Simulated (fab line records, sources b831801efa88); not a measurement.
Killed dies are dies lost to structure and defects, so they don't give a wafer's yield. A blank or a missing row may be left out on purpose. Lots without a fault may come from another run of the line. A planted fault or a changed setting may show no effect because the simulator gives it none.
Chamber matching | flow sky130 | SKY_POLY_GATE_ETCH_15 on rie_diel-03: 4 sister chambers
The step etches BARC in N2/H2, stops on SiO2, time 118.5 s, target depth 110 nm. 4 wafers are shown with their chamber, then 7 later ones without.

WAFERS WITH THEIR CHAMBER
wafer  | chamber | drypump_motor_current_A (A)
L789.6 | 0       | 5.7
L792.6 | 3       | 6.3
L791.3 | 1       | 5.9
L791.4 | 2       | 5.0

WAFERS WITHOUT THEIR CHAMBER
wafer  | drypump_motor_current_A (A)
L791.5 | 5.6
L793.1 | 5.0
L793.2 | 5.9
L793.6 | 5.6
L796.2 | 5.6
L796.5 | 5.6
L800.2 | 5.9

WHICH CHAMBER EACH WENT THROUGH
wafer  | from the rows above | in truth
L791.5 | 0                   | 0
L793.1 | 2                   | 2
L793.2 | 1                   | 1
L793.6 | 0                   | 0
L796.2 | 0                   | 0
L796.5 | 0                   | 0
L800.2 | 1                   | 1
Placed correctly: 7 of 7. Can't be placed from these rows: 0. Placed wrongly: 0.
How it was worked out, from the rows above alone: a wafer's distance from a chamber is the root of the sum, over the readings, of the square of ((its reading less the chamber's mean) divided by the reading's scatter). The wafer belongs to the nearest chamber; if the next one is less than 2 further off, it can't be placed. A chamber's mean is the mean of its shown wafers. The scatter: with one shown wafer a chamber, the root of the mean of the squares of how far each hidden wafer lies from its nearest shown one.
